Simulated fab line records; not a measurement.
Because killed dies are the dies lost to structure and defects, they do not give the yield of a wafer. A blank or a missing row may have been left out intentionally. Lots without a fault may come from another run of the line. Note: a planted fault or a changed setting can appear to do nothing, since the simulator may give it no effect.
Comparing a struck lot with a sound one    flow sky130    16 steps out of a route of 708
Sound: these wafers, L933.3, L933.4, L933.5. Struck: wafers L937.2, L937.3, L937.6. The cause is named last.
Order at every step that has rows: each side's tool, ch and its chambers, its first start. Under that, the readings that differ: sound wafers    struck wafers    difference of the means    sigmas: that difference in standard deviations of wafers without a fault.
alike: words and numbers the same on both sides, and readings whose means are apart by under 2 such deviations; not compared: readings that were withheld, readings missing a value for some wafer, numbers with overlapping values and no deviation given by the record, and bounds like >300 which may hide the same value.
Wherever a step has rows on one side only, a row that says differs or no value, or a row with sigmas, the two part there. Numbers that have no deviation but don't overlap get no sigmas and don't part them. Lack of a reading on every wafer of one side parts them only where that side has two or more wafers.

SKY_POLY_GATE_THK_MEAS_04:
  sound on film-metro-03 at day 16 06:00; struck on film-metro-02 at day 17 17:57
  alike: POLY_GATE_CVD_03_THK
then, 8 steps without rows for these wafers: SKY_POLY_GATE_DEHYDRATE_05 (time 60 s); SKY_POLY_GATE_HMDS_06 (prime time 60 s); SKY_POLY_GATE_COAT_07 (resist thk 110 nm); SKY_POLY_GATE_COAT_08 (resist thk 450 nm); SKY_POLY_GATE_SOFTBAKE_09 (time 90 s); SKY_POLY_GATE_EXPOSE_10 (exposes mask P1M, target cd 150 nm); SKY_POLY_GATE_PEB_11; SKY_POLY_GATE_DEVELOP_12 (develop time 60 s).
SKY_POLY_GATE_CD_MEAS_13: the cd target is 150 nm.
  sound on cd-sem-02 at day 17 10:36; struck on cd-sem-01 at day 19 00:11
  alike: cd-nm
SKY_POLY_GATE_OVL_MEAS_14:
  sound on overlay-01 at day 17 10:42; struck on overlay-02 at day 19 00:17
  alike: POLY_GATE_OVL
SKY_POLY_GATE_ETCH_15: etches BARC in N2/H2, stops on SiO2, time 118.5 s, target depth 110 nm.
  sound on rie-diel-02 ch 0,2,3, day 17 10:43; struck on rie-diel-02 ch 0,2,3, day 19 00:19
  alike: drypump-motor-current-A, oes-product-au, run-length-s, throttle-valve-pct
  not compared: rf-hours-counter-h
SKY_POLY_GATE_ETCH_16: etches Si3N4 in CH3F/O2, stops on poly-Si, time 147.5 s, target depth 75 nm.
  sound on rie-diel-02 ch 0,2,3, day 17 10:48; struck on rie-diel-02 ch 0,2,3, day 19 00:24
reading                                           sound              struck             difference  sigmas
oes-product-au (a.u.)                             0.645 0.642 0.646  0.669 0.656 0.666  +0.019      +4
run-length-s (s)                                  175.7 175.8 175.4  169.1 170.2 170.1  -5.8        -11
model.KrF-thick_of_POLY_GATE_COAT_08.thk-nm (nm)  233.8 229.2 230.3  235.9 239.2 234.2  +5.3        
  alike: drypump-motor-current-A, throttle-valve-pct
  not compared: rf-hours-counter-h
SKY_POLY_GATE_ETCH_17: etches poly-Si in HBr/Cl2, stops on SiO2, target depth 180 nm, time 70.5 s.
  sound on rie-si-02 ch 1,2,3, day 17 10:54; struck on rie-si-02 ch 1,2,3, day 19 00:30
reading                                           sound            struck             difference  sigmas
model.KrF-thick_of_POLY_GATE_COAT_08.thk-nm (nm)  140 134.9 135.4  142.9 145.5 140.1  +6.1        
  alike: drypump-motor-current-A, oes-product-au, run-length-s, throttle-valve-pct
  not compared: rf-hours-counter-h
SKY_POLY_GATE_STRIP_18: strips in O2/N2.
  sound on plasma-asher-01 ch 0,1, day 17 10:59; struck on plasma-asher-01 ch 0,1, day 19 00:34
reading                       sound              struck             difference  sigmas
strip-time-to-endpoint-s (s)  3.147 3.090 3.114  3.191 3.216 3.184  +0.080      +3
  alike: drypump-motor-current-A, oes-product-au
  not compared: rf-hours-counter-h
-- here the record skips 29 days between the struck wafers' starts before and after, leaving off in module POLY_GATE and picking up in module PAD_OPEN (first step shown: number 708 of the route) --
SKY_PAD_OPEN_PROBE_99:
  sound on prober-02 at day 46 13:29; struck on prober-02 at day 47 16:45
  alike: killed_at_M0_to_M3, killed_at_M4_up, killed-at-contacts, killed-at-front-end, killed-at-other, killed-dies, killed-open, killed-short

## WHERE THEY PART
First at SKY_POLY_GATE_ETCH_16; last, within this record, at SKY_POLY_GATE_STRIP_18. Later steps at which nothing parts them and some readings are alike: SKY_PAD_OPEN_PROBE_99.

WHY: what had been put in by the simulator
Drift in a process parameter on rie-diel-02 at SKY_POLY_GATE_ETCH_16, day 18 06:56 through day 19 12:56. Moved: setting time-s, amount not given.
